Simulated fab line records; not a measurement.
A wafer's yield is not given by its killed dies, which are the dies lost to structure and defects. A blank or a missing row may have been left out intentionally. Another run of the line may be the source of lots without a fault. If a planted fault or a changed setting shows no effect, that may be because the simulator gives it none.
fab line records	flow sky130
record lots=24	wafers=72	last_day=50
route steps=708 shown FIELD_ISO@1 VIA1@460 METAL3@534 VIA3@585 METAL4@635 METAL5@661
lots that met no fault: from a run of the same line without faults
start_h: the number of hours between the record's first day and the start of the first shown wafer of the lot	wait_h: hours from the lot's prior step to this one	" unchanged from the row above	L1.1+2: a row that stands for several wafers	- either no value or no given start	* or withheld: withheld	< > ~ a bound
route shown NAME@n: a module of which the file shows steps, and the number in the route of the first	usual: mean/standard deviation taken from wafers without a fault	same: alike in all rows	chamber/n: place in a boat	sites: per-site readings	_std_site: the values' standard deviation	_edge_site: mean of outer sites minus mean of inner sites	radius_mm: how far each site lies from the wafer's centre	mask NAME#n: copy n	behind: the tool/chamber that last shaped the wafer	hold: the reason the lot was held/the length of the hold in hours/how it ended	device: the transistor (n, p or np) that didn't switch	end of line: the same wafers' tests at the end of the route	a step without rows: its recipe alone	killed: dies that structure and defects cost at the first sort, which is not the same as the wafer's yield	map: shows each die of a wafer: x if killed, . if not, _ if none is there
set.NAME: the setting the step ran with; set.NAME@STEP: the setting that earlier step ran with	model.NAME: the simulator's own value behind a step, which no gauge read
a sample of lots followed through the steps of the route, with each step as a table and each wafer as a row
services: the hour from which a tool's chamber was out of use, counted from the record's first day as start_h (under 0 if before that day), plus the number of hours and why
## steps
# step SKY_FIELD_ISO_BOW_MEAS_00
# recipe mode=bow
# usual INCOMING_BOW=1/6.9
lot.wafer	tool	chamber	start_h	wait_h	INCOMING_BOW[um]
L074.2	film_metro-03	-	10.02	-	2
L074.3	"	-	"	"	-5
L074.6	"	-	"	"	11
L075.1	film_metro-01	-	15.00	-	8
L075.3	"	-	"	"	-5
L075.4	"	-	"	"	10
L076.1	film_metro-02	-	20.00	-	-4
L076.2	"	-	"	"	2
L076.5	"	-	"	"	-1
L077.3	film_metro-03	-	25.04	-	2
L077.4	"	-	"	"	-12
L077.5	"	-	"	"	-10
L078.1	film_metro-03	-	30.00	-	6
L078.2	"	-	"	"	8
L078.5	"	-	"	"	1
L079.1	film_metro-03	-	35.00	-	4
L079.2	"	-	"	"	3
L079.5	"	-	"	"	-10
L080.1	film_metro-01	-	40.00	-	3
L080.4	"	-	"	"	3
L080.6	"	-	"	"	5
L081.1	film_metro-02	-	45.00	-	7
L081.2	"	-	"	"	-7
L081.4	"	-	"	"	-9
L082.1	film_metro-03	-	50.00	-	0
L082.2	"	-	"	"	3
L082.5	"	-	"	"	-4
L083.1	film_metro-02	-	55.00	-	9
L083.3	"	-	"	"	-3
L083.5	"	-	"	"	-5
L084.3	film_metro-01	-	60.04	-	-5
L084.4	"	-	"	"	2
L084.6	"	-	"	"	1
L085.3	film_metro-01	-	65.04	-	1
L085.5	"	-	"	"	-15
L085.6	"	-	"	"	9
L086.1	film_metro-01	-	70.00	-	-3
L086.2	"	-	"	"	-12
L086.3	"	-	"	"	-9
L087.2	film_metro-02	-	75.02	-	9
L087.5	"	-	"	"	-5
L087.6	"	-	"	"	-4
L088.1	film_metro-03	-	80.00	-	1
L088.2	"	-	"	"	-1
L088.4	"	-	"	"	2
L089.1	film_metro-02	-	85.00	-	-7
L089.2	"	-	"	"	8
L089.4	"	-	"	"	-5
L090.2	film_metro-02	-	90.02	-	3
L090.4	"	-	"	"	-4
L090.6	"	-	"	"	6
L091.1	film_metro-01	-	95.00	-	1
L091.3	"	-	"	"	2
L091.5	"	-	"	"	10
L092.2	film_metro-03	-	100.02	-	5
L092.4	"	-	"	"	12
L092.5	"	-	"	"	0
L093.1	film_metro-03	-	105.00	-	2
L093.2	"	-	"	"	5
L093.3	"	-	"	"	-2
L094.2	film_metro-01	-	110.02	-	-5
L094.4	"	-	"	"	-10
L094.5	"	-	"	"	7
L095.1	film_metro-03	-	115.00	-	4
L095.3	"	-	"	"	3
L095.5	"	-	"	"	7
L096.1	film_metro-02	-	120.00	-	11
L096.3	"	-	"	"	5
L096.5	"	-	"	"	7
L097.1	film_metro-01	-	125.00	-	4
L097.3	"	-	"	"	1
L097.4	"	-	"	"	-7
# step SKY_VIA1_CMP_02
# recipe material=SiO2	down_force_psi=4	platen_rpm=58.99	pad_velocity_m_s=0.94248
# usual motor_current_A=11.6/0.74
lot.wafer	tool	chamber	start_h	wait_h	motor_current_A
L074.2	cmp-02	1	762.89	0.1	10.8
L074.3	"	2	"	"	10.8
L074.6	"	3	"	"	12.0
L075.4	cmp-01	0	763.72	0.1	12.3
L075.1	"	1	"	"	12.4
L075.3	"	2	"	"	10.9
L076.1	cmp-02	3	766.14	0.1	11.5
L076.2	"	2	"	"	10.5
L076.5	"	3	"	"	11.4
L077.4	cmp-01	2	789.09	0.0	11.0
L077.3	"	1	"	"	12.7
L077.5	"	3	"	"	12.3
L079.2	cmp-02	0	803.53	0.0	12.9
L079.1	"	2	"	"	10.4
L079.5	"	1	"	"	12.0
L078.1	cmp-02	0	804.39	0.1	11.9
L078.2	"	2	"	"	10.8
L078.5	"	0	"	"	12.2
L082.2	cmp-02	2	865.21	0.0	10.2
L082.1	"	1	"	"	11.7
L082.5	"	3	"	"	10.8
L080.1	cmp-01	3	866.19	0.1	12.5
L080.4	"	0	"	"	11.9
L080.6	"	3	"	"	12.0
L084.4	cmp-02	2	866.40	0.1	10.5
L084.3	"	0	"	"	11.7
L084.6	"	2	"	"	10.8
L081.4	cmp-02	1	869.35	0.0	10.6
L081.1	"	2	"	"	10.3
L081.2	"	3	"	"	11.6
L085.3	cmp-01	1	869.93	0.2	12.5
L085.5	"	2	"	"	11.1
L085.6	"	3	"	"	12.5
L087.2	cmp-01	2	870.28	0.2	10.8
L087.5	"	3	"	"	11.7
L087.6	"	0	"	"	12.2
L086.2	cmp-02	1	871.17	0.0	11.6
L086.3	"	2	"	"	10.5
L086.1	"	0	"	"	11.8
L083.1	cmp-01	3	871.18	0.1	12.0
L083.3	"	0	"	"	11.4
L083.5	"	2	"	"	11.4
L088.2	cmp-01	0	871.43	0.1	12.0
L088.1	"	1	"	"	13.2
L088.4	"	2	"	"	11.3
L089.2	cmp-01	2	871.84	0.0	10.9
L089.1	"	3	"	"	12.5
L089.4	"	1	"	"	13.2
L090.2	cmp-02	2	885.95	0.1	10.8
L090.4	"	3	"	"	11.5
L090.6	"	1	"	"	10.8
L091.3	cmp-02	3	887.07	0.0	11.2
L091.1	"	1	"	"	10.6
L091.5	"	3	"	"	11.3
L092.4	cmp-01	3	891.33	0.0	11.5
L092.2	"	0	"	"	11.3
L092.5	"	0	"	"	11.4
L093.2	cmp-02	1	904.51	0.0	12.3
L093.1	"	3	"	"	11.7
L093.3	"	0	"	"	12.1
L094.2	cmp-01	3	905.53	0.1	11.7
L094.4	"	0	"	"	11.6
L094.5	"	2	"	"	11.3
L095.3	cmp-02	2	911.42	0.0	10.8
L095.1	"	1	"	"	11.5
L095.5	"	2	"	"	10.8
L096.3	cmp-02	2	948.94	0.0	10.0
L096.1	"	0	"	"	12.9
L096.5	"	3	"	"	11.1
L097.3	cmp-01	3	949.20	0.3	12.3
L097.1	"	1	"	"	12.5
L097.4	"	2	"	"	10.7
# step SKY_METAL3_SPUTTER_02
# recipe material=AlCu	target_thk_nm=735	power_w=10600	time_s=39.1	chamber_pressure_pa=0.4
# usual throttle_valve_pct=30.5/0.9
lot.wafer	tool	chamber	start_h	wait_h	throttle_valve_pct
L074.2	pvd_sputter-01	-	845.64	0.0	30.0
L074.3	"	-	"	"	29.9
L074.6	"	-	"	"	29.6
L075.1	pvd_sputter-01	-	847.79	0.0	29.9
L075.3	"	-	"	"	29.8
L075.4	"	-	"	"	31.7
L076.1	pvd_sputter-03	-	850.13	0.0	30.9
L076.2	"	-	"	"	29.3
L076.5	"	-	"	"	29.0
L077.3	pvd_sputter-03	-	872.00	0.0	30.8
L077.4	"	-	"	"	29.5
L077.5	"	-	"	"	30.6
L079.1	pvd_sputter-04	-	887.19	0.0	31.3
L079.2	"	-	"	"	30.1
L079.5	"	-	"	"	29.8
L078.1	pvd_sputter-01	-	889.38	0.0	29.7
L078.2	"	-	"	"	29.9
L078.5	"	-	"	"	31.7
L082.1	pvd_sputter-01	-	947.39	0.0	30.1
L082.2	"	-	"	"	31.7
L082.5	"	-	"	"	29.6
L080.1	pvd_sputter-04	-	947.90	0.0	29.8
L080.4	"	-	"	"	31.5
L080.6	"	-	"	"	30.2
L084.3	pvd_sputter-04	-	948.88	0.0	31.4
L084.4	"	-	"	"	30.9
L084.6	"	-	"	"	31.3
L081.1	pvd_sputter-04	-	950.44	0.0	30.0
L081.2	"	-	"	"	31.4
L081.4	"	-	"	"	29.4
L085.3	pvd_sputter-03	-	951.41	0.0	30.5
L085.5	"	-	"	"	30.4
L085.6	"	-	"	"	30.8
L083.1	pvd_sputter-01	-	952.31	0.0	29.8
L083.3	"	-	"	"	29.6
L083.5	"	-	"	"	30.0
L087.2	pvd_sputter-04	-	952.91	0.0	29.5
L087.5	"	-	"	"	30.6
L087.6	"	-	"	"	29.7
L086.1	pvd_sputter-01	-	953.21	0.0	31.7
L086.2	"	-	"	"	29.6
L086.3	"	-	"	"	29.9
L088.1	pvd_sputter-03	-	953.81	0.0	30.7
L088.2	"	-	"	"	30.6
L088.4	"	-	"	"	32.2
L089.1	pvd_sputter-04	-	954.11	0.0	30.8
L089.2	"	-	"	"	31.3
L089.4	"	-	"	"	29.3
L090.2	pvd_sputter-04	-	966.14	0.0	29.6
L090.4	"	-	"	"	31.3
L090.6	"	-	"	"	30.1
L091.1	pvd_sputter-03	-	967.53	0.0	29.2
L091.3	"	-	"	"	31.1
L091.5	"	-	"	"	29.4
L092.2	pvd_sputter-03	-	971.12	0.0	30.9
L092.4	"	-	"	"	32.1
L092.5	"	-	"	"	30.8
L093.1	pvd_sputter-03	-	982.25	0.0	30.3
L093.2	"	-	"	"	29.5
L093.3	"	-	"	"	32.3
L094.2	pvd_sputter-03	-	984.15	0.0	31.0
L094.4	"	-	"	"	30.7
L094.5	"	-	"	"	30.5
L095.1	pvd_sputter-03	-	988.59	0.0	31.2
L095.3	"	-	"	"	30.7
L095.5	"	-	"	"	31.0
L096.1	pvd_sputter-01	-	1024.48	0.0	29.7
L096.3	"	-	"	"	30.0
L096.5	"	-	"	"	29.8
L097.1	pvd_sputter-03	-	1024.55	0.0	31.1
L097.3	"	-	"	"	30.9
L097.4	"	-	"	"	30.6
# step SKY_VIA3_CD_MEAS_12
# recipe target_cd_nm=200
# usual cd_nm=200.1/1.3
lot.wafer	tool	chamber	start_h	wait_h	cd_nm
L074.2	cd_sem-02	-	925.56	-	199.0
L074.3	"	-	"	"	198.4
L074.6	"	-	"	"	197.8
L075.1	cd_sem-02	-	928.49	-	200.8
L075.3	"	-	"	"	199.0
L075.4	"	-	"	"	199.7
L076.1	cd_sem-02	-	929.41	-	201.2
L076.2	"	-	"	"	199.8
L076.5	"	-	"	"	200.0
L077.3	cd_sem-01	-	950.75	-	200.2
L077.4	"	-	"	"	202.7
L077.5	"	-	"	"	201.5
L079.1	cd_sem-02	-	963.35	-	200.3
L079.2	"	-	"	"	201.2
L079.5	"	-	"	"	200.9
L078.1	cd_sem-01	-	966.96	-	199.0
L078.2	"	-	"	"	198.4
L078.5	"	-	"	"	198.8
L082.1	cd_sem-02	-	1019.39	-	200.3
L082.2	"	-	"	"	198.7
L082.5	"	-	"	"	199.5
L080.1	cd_sem-01	-	1019.74	-	202.7
L080.4	"	-	"	"	202.3
L080.6	"	-	"	"	203.3
L084.3	cd_sem-01	-	1021.93	-	201.1
L084.4	"	-	"	"	200.6
L084.6	"	-	"	"	200.9
L081.1	cd_sem-02	-	1023.41	-	199.1
L081.2	"	-	"	"	199.5
L081.4	"	-	"	"	199.1
L085.3	cd_sem-01	-	1024.38	-	201.7
L085.5	"	-	"	"	201.1
L085.6	"	-	"	"	201.2
L083.1	cd_sem-02	-	1025.31	-	200.7
L083.3	"	-	"	"	201.2
L083.5	"	-	"	"	199.4
L087.2	cd_sem-02	-	1026.33	-	201.1
L087.5	"	-	"	"	200.3
L087.6	"	-	"	"	198.8
L086.1	cd_sem-02	-	1026.96	-	200.0
L086.2	"	-	"	"	201.1
L086.3	"	-	"	"	199.9
L088.1	cd_sem-01	-	1027.24	-	201.2
L088.2	"	-	"	"	199.9
L088.4	"	-	"	"	201.6
L089.1	cd_sem-02	-	1027.31	-	198.7
L089.2	"	-	"	"	199.4
L089.4	"	-	"	"	199.0
L090.2	cd_sem-02	-	1038.28	-	199.8
L090.4	"	-	"	"	198.5
L090.6	"	-	"	"	199.1
L091.1	cd_sem-01	-	1038.94	-	198.4
L091.3	"	-	"	"	198.4
L091.5	"	-	"	"	199.8
L092.2	cd_sem-02	-	1040.81	-	197.9
L092.4	"	-	"	"	196.4
L092.5	"	-	"	"	195.7
L093.1	cd_sem-01	-	1052.56	-	200.0
L093.2	"	-	"	"	199.5
L093.3	"	-	"	"	200.5
L094.2	cd_sem-01	-	1053.83	-	200.1
L094.4	"	-	"	"	198.9
L094.5	"	-	"	"	199.8
L095.1	cd_sem-02	-	1059.79	-	200.0
L095.3	"	-	"	"	200.5
L095.5	"	-	"	"	200.4
L096.1	cd_sem-01	-	1090.91	-	198.8
L096.3	"	-	"	"	198.9
L096.5	"	-	"	"	199.0
L097.1	cd_sem-02	-	1091.86	-	201.5
L097.3	"	-	"	"	200.1
L097.4	"	-	"	"	200.9
# step SKY_METAL4_STRIP_19
# recipe chemistry=O2/N2	power_w=1400	pressure_mtorr=1500	platen_temp_c=withheld	o2_flow_sccm=3000	n2_flow_sccm=300	overash_fraction=0.5
# usual drypump_motor_current_A=5.28/0.25	oes_product_au=0.503/0.0063	strip_time_to_endpoint_s=6.56/0.11
lot.wafer	tool	chamber	start_h	wait_h	drypump_motor_current_A	oes_product_au	rf_hours_counter_h	strip_time_to_endpoint_s
L074.2	plasma_asher-03	1	975.97	0.1	5.27	0.505	23	6.63
L074.3	"	1	"	"	5.27	0.515	-	6.77
L074.6	"	0	"	"	5.52	0.512	-	6.72
L075.1	plasma_asher-02	0	979.93	0.1	5.51	0.506	58	6.65
L075.3	"	0	"	"	5.52	0.497	-	6.64
L075.4	"	1	"	"	4.92	0.518	-	6.74
L076.1	plasma_asher-01	0	980.78	0.1	5.50	0.507	85	6.76
L076.2	"	1	"	"	4.97	0.501	85	6.62
L076.5	"	1	"	"	5.01	0.511	-	6.66
L077.3	plasma_asher-01	0	1000.68	0.1	5.51	0.499	-	6.34
L077.4	"	1	"	"	5.01	0.491	-	6.47
L077.5	"	1	"	"	4.97	0.503	-	6.48
L079.1	plasma_asher-01	1	1011.97	0.1	4.98	0.510	87	6.68
L079.2	"	0	"	"	5.51	0.500	87	6.67
L079.5	"	0	"	"	5.47	0.517	-	6.66
L078.1	plasma_asher-03	1	1017.00	0.1	5.26	0.498	27	6.45
L078.2	"	0	"	"	5.49	0.499	27	6.59
L078.5	"	0	"	"	5.55	0.495	-	6.43
L082.1	plasma_asher-02	0	1065.70	0.1	5.49	0.495	67	6.46
L082.2	"	1	"	"	4.93	0.495	67	6.43
L082.5	"	1	"	"	4.95	0.491	-	6.44
L080.1	plasma_asher-01	0	1066.90	0.3	5.47	0.500	93	6.60
L080.4	"	0	"	"	5.52	0.508	-	6.57
L080.6	"	0	"	"	5.48	0.498	-	6.54
L084.3	plasma_asher-01	0	1067.73	0.1	5.52	0.509	-	6.65
L084.4	"	1	"	"	4.98	0.503	-	6.69
L084.6	"	0	"	"	5.55	0.502	-	6.62
L081.1	plasma_asher-03	1	1070.00	0.1	5.26	0.496	32	6.41
L081.2	"	0	"	"	5.53	0.499	32	6.48
L081.4	"	1	"	"	5.26	0.492	-	6.38
L085.3	plasma_asher-02	0	1070.51	0.1	5.52	0.503	-	6.51
L085.5	"	0	"	"	5.55	0.504	-	6.61
L085.6	"	1	"	"	4.94	0.500	-	6.46
L083.1	plasma_asher-01	1	1071.90	0.1	4.99	0.509	93	6.54
L083.3	"	0	"	"	5.54	0.495	-	6.38
L083.5	"	1	"	"	4.97	0.509	-	6.54
L087.2	plasma_asher-03	1	1072.38	0.1	5.25	0.502	32	6.57
L087.5	"	1	"	"	5.27	0.503	-	6.53
L087.6	"	0	"	"	5.55	0.507	-	6.63
L086.1	plasma_asher-01	0	1072.77	0.3	5.51	0.511	93	6.65
L086.2	"	1	"	"	4.99	0.509	93	6.56
L086.3	"	0	"	"	5.50	0.509	-	6.65
L088.1	plasma_asher-02	1	1072.90	0.1	4.94	0.510	67	6.49
L088.2	"	0	"	"	5.52	0.502	67	6.59
L088.4	"	1	"	"	4.92	0.503	-	6.58
L089.1	plasma_asher-03	0	1074.18	0.1	5.54	0.497	33	6.49
L089.2	"	1	"	"	5.27	0.507	33	6.60
L089.4	"	0	"	"	5.52	0.494	-	6.46
L090.2	plasma_asher-01	0	1084.30	0.1	5.54	0.497	94	6.46
L090.4	"	1	"	"	4.94	0.490	-	6.47
L090.6	"	0	"	"	5.57	0.502	-	6.47
L091.1	plasma_asher-03	0	1084.82	0.1	5.53	0.512	34	6.69
L091.3	"	0	"	"	5.53	0.501	-	6.65
L091.5	"	0	"	"	5.52	0.504	-	6.66
L092.2	plasma_asher-01	1	1085.62	0.1	4.96	0.505	95	6.44
L092.4	"	1	"	"	4.98	0.497	-	6.42
L092.5	"	0	"	"	5.47	0.503	-	6.48
L093.1	plasma_asher-02	0	1097.75	0.1	5.51	0.501	70	6.53
L093.2	"	1	"	"	4.94	0.501	70	6.60
L093.3	"	1	"	"	4.95	0.500	-	6.51
L094.2	plasma_asher-01	0	1098.76	0.1	5.53	0.500	96	6.50
L094.4	"	1	"	"	4.96	0.511	-	6.56
L094.5	"	0	"	"	5.50	0.505	-	6.51
L095.1	plasma_asher-02	0	1103.40	0.1	5.52	0.496	71	6.36
L095.3	"	0	"	"	5.51	0.490	-	6.35
L095.5	"	0	"	"	5.53	0.503	-	6.39
L096.1	plasma_asher-02	0	1132.45	0.1	5.51	0.503	74	6.62
L096.3	"	0	"	"	5.50	0.509	-	6.63
L096.5	"	0	"	"	5.50	0.506	-	6.57
L097.1	plasma_asher-03	1	1133.60	0.1	5.27	0.507	37	6.61
L097.3	"	1	"	"	5.27	0.500	-	6.57
L097.4	"	0	"	"	5.53	0.498	-	6.59
# step SKY_METAL5_SPUTTER_00
# recipe material=Ti	target_thk_nm=15	power_w=3000	time_s=10	chamber_pressure_pa=0.4
# usual throttle_valve_pct=30.1/1.1
lot.wafer	tool	chamber	start_h	wait_h	throttle_valve_pct
L074.2	pvd_sputter-04	-	1001.53	0.1	29.7
L074.3	"	-	"	"	30.7
L074.6	"	-	"	"	31.0
L075.1	pvd_sputter-02	-	1005.95	0.1	29.3
L075.3	"	-	"	"	28.0
L075.4	"	-	"	"	29.2
L076.1	pvd_sputter-04	-	1006.76	0.1	31.1
L076.2	"	-	"	"	31.2
L076.5	"	-	"	"	29.4
L077.3	pvd_sputter-03	-	1027.26	0.2	30.9
L077.4	"	-	"	"	30.7
L077.5	"	-	"	"	32.0
L079.1	pvd_sputter-03	-	1037.42	0.2	32.0
L079.2	"	-	"	"	30.6
L079.5	"	-	"	"	30.7
L078.1	pvd_sputter-04	-	1041.40	0.2	29.9
L078.2	"	-	"	"	30.1
L078.5	"	-	"	"	30.8
L082.1	pvd_sputter-02	-	1088.36	0.2	29.4
L082.2	"	-	"	"	28.2
L082.5	"	-	"	"	29.3
L080.1	pvd_sputter-04	-	1089.69	0.1	30.9
L080.4	"	-	"	"	29.9
L080.6	"	-	"	"	29.5
L084.3	pvd_sputter-02	-	1090.78	0.2	29.3
L084.4	"	-	"	"	27.9
L084.6	"	-	"	"	28.0
L081.1	pvd_sputter-03	-	1093.25	0.1	32.0
L081.2	"	-	"	"	30.7
L081.4	"	-	"	"	29.1
L085.3	pvd_sputter-04	-	1094.70	0.2	30.9
L085.5	"	-	"	"	30.4
L085.6	"	-	"	"	29.8
L083.1	pvd_sputter-03	-	1095.09	0.1	29.3
L083.3	"	-	"	"	30.8
L083.5	"	-	"	"	31.3
L087.2	pvd_sputter-04	-	1096.02	0.2	30.3
L087.5	"	-	"	"	30.3
L087.6	"	-	"	"	31.2
L086.1	pvd_sputter-03	-	1096.32	0.1	32.1
L086.2	"	-	"	"	30.5
L086.3	"	-	"	"	31.2
L088.1	pvd_sputter-04	-	1096.62	0.1	29.8
L088.2	"	-	"	"	31.4
L088.4	"	-	"	"	30.7
L089.1	pvd_sputter-04	-	1097.22	0.2	31.4
L089.2	"	-	"	"	29.6
L089.4	"	-	"	"	31.5
L090.2	pvd_sputter-04	-	1106.65	0.1	31.2
L090.4	"	-	"	"	31.3
L090.6	"	-	"	"	30.7
L091.1	pvd_sputter-02	-	1107.17	0.2	28.8
L091.3	"	-	"	"	28.3
L091.5	"	-	"	"	28.2
L092.2	pvd_sputter-03	-	1108.45	0.1	29.4
L092.4	"	-	"	"	30.7
L092.5	"	-	"	"	31.8
L093.1	pvd_sputter-04	-	1119.83	0.1	29.6
L093.2	"	-	"	"	31.3
L093.3	"	-	"	"	30.9
L094.2	pvd_sputter-02	-	1122.03	0.2	29.5
L094.4	"	-	"	"	28.3
L094.5	"	-	"	"	29.1
L095.1	pvd_sputter-02	-	1125.41	0.1	28.9
L095.3	"	-	"	"	27.9
L095.5	"	-	"	"	29.3
L096.1	pvd_sputter-03	-	1154.01	0.2	32.0
L096.3	"	-	"	"	30.5
L096.5	"	-	"	"	30.7
L097.1	pvd_sputter-03	-	1155.12	0.1	32.1
L097.3	"	-	"	"	29.4
L097.4	"	-	"	"	29.4
## services
tool	chamber	start_h	hours	kind
cmp-01	-	744.06	4.0	pm
cmp-01	-	778.52	1.0	repair
cmp-01	-	784.29	2.1	repair
cmp-01	-	803.91	3.7	repair
cmp-02	-	805.37	0.3	repair
cmp-01	-	825.16	14.5	repair
cmp-01	-	825.52	4.3	repair
pvd_sputter-03	-	827.79	2.2	repair
cmp-02	-	879.76	5.4	pm
pvd_sputter-03	-	884.65	4.8	repair
cmp-02	-	893.88	2.5	repair
cmp-02	-	906.78	0.3	repair
cmp-02	-	912.17	4.0	pm
pvd_sputter-04	-	933.35	0.9	repair
cmp-02	-	950.31	4.1	repair
pvd_sputter-04	-	967.48	2.1	repair
cmp-02	-	996.56	0.8	repair
cmp-02	-	1018.82	0.3	repair
pvd_sputter-03	-	1061.07	1.1	repair
cmp-02	-	1095.14	2.9	repair
pvd_sputter-03	-	1114.49	2.8	repair
cmp-02	-	1117.37	1.2	repair
cmp-02	-	1117.78	1.3	repair
cmp-02	-	1142.07	4.1	repair
## key
fault none
